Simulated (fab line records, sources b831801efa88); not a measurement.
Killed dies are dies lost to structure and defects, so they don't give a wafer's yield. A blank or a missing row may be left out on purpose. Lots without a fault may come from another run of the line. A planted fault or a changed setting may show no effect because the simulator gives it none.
One fault seen from 2 desks | flow gf180mcu | each desk has only its own numbers; what lay behind them comes last

THE METROLOGY DESK
What the gauges read, lot by lot, whatever tool the lot ran on: means of the sampled wafers that have a number. A lot is out of limits, marked OUT, if its mean lies more than 4 standard deviations from the usual mean; the brackets give that distance.
Columns: A = LVPWELL_OVL at GF_LVPWELL_OVL_MEAS_07, usual -0.4 nm; B = V1_W_RS at GF_V1_RS_MEAS_24, usual 0.326 ohm/sq; C = V1_W_THK at GF_V1_THK_MEAS_25, usual 354 nm
lot  | first seen here | A    | B               | C
L659 | day 4 06:25     | 1.2  | 0.324           | 358
L660 | day 4 11:50     | -1.4 | 0.324           | 357
L662 | day 5 01:14     | -0.9 | 0.332           | 347
L665 | day 5 10:58     | -0.6 | 0.255 (-20) OUT | 349
L667 | day 5 21:59     | -1.3 | 0.259 (-19) OUT | 350
L674 | day 7 18:37     | -0.1 | 0.330           | 351
L675 | day 8 00:13     | 2.4  | 0.322           | 362
L676 | day 8 05:07     | -0.8 | 0.323           | 355
L679 | day 8 10:58     | -1.6 | 0.327           | 359
L680 | day 8 21:55     | 0.8  | 0.323           | 357
L681 | day 9 00:05     | -1.2 | 0.331           | 353
L682 | day 9 03:15     | -0.6 | 0.322           | 357
This desk's finding: out of limits on L665, L667; first on L665, day 20 11:14 (V1_W_RS at GF_V1_RS_MEAS_24). In limits: L659, L660, L662, L674, L675, L676, L679, L680, L681, L682.

THE TOOL OWNER'S DESK: cvd_w-02
The tool's own readings at GF_V1_CVD_23 (deposits W, target thk 350 nm, time 105.05 s): means of the sampled wafers that have a number, for each lot that ran on this tool. A lot is out of limits, marked OUT, if its mean lies more than 4 standard deviations from the usual mean; the brackets give that distance.
Columns: A = chamber_pressure_Torr at GF_V1_CVD_23, usual 40.00 Torr; B = heater_power_w at GF_V1_CVD_23, usual 868 W
lot  | first seen here | A     | B
L659 | day 18 10:16    | 39.94 | 870
L660 | day 18 19:56    | 39.99 | 869
L665 | day 20 11:08    | 40.05 | 870
L667 | day 21 10:47    | 39.98 | 874
L674 | day 24 05:42    | 40.07 | 874
L675 | day 24 12:40    | 39.95 | 890
L676 | day 24 20:34    | 40.01 | 892
L679 | day 25 07:31    | 40.03 | 882
L680 | day 25 14:08    | 40.04 | 893
L682 | day 26 00:08    | 39.95 | 879
This desk's finding: nothing out of limits on any of the 10 lots.

PUT TOGETHER
The metrology desk could have raised an alarm at day 20 11:14, on L665, L667.
The tool owner's desk saw nothing out of limits.
The tool owner's desk has L665, L667 on record, within its limits.
Of the lots named, all ran GF_V1_CVD_23 on cvd_w-02.

WHAT THE SIMULATOR HAD PUT IN
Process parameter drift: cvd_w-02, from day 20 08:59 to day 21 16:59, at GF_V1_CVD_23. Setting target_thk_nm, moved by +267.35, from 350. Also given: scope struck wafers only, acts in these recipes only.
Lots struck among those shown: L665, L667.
Hours from the fault's start to each desk's first reading out of limits: the metrology desk, 2.
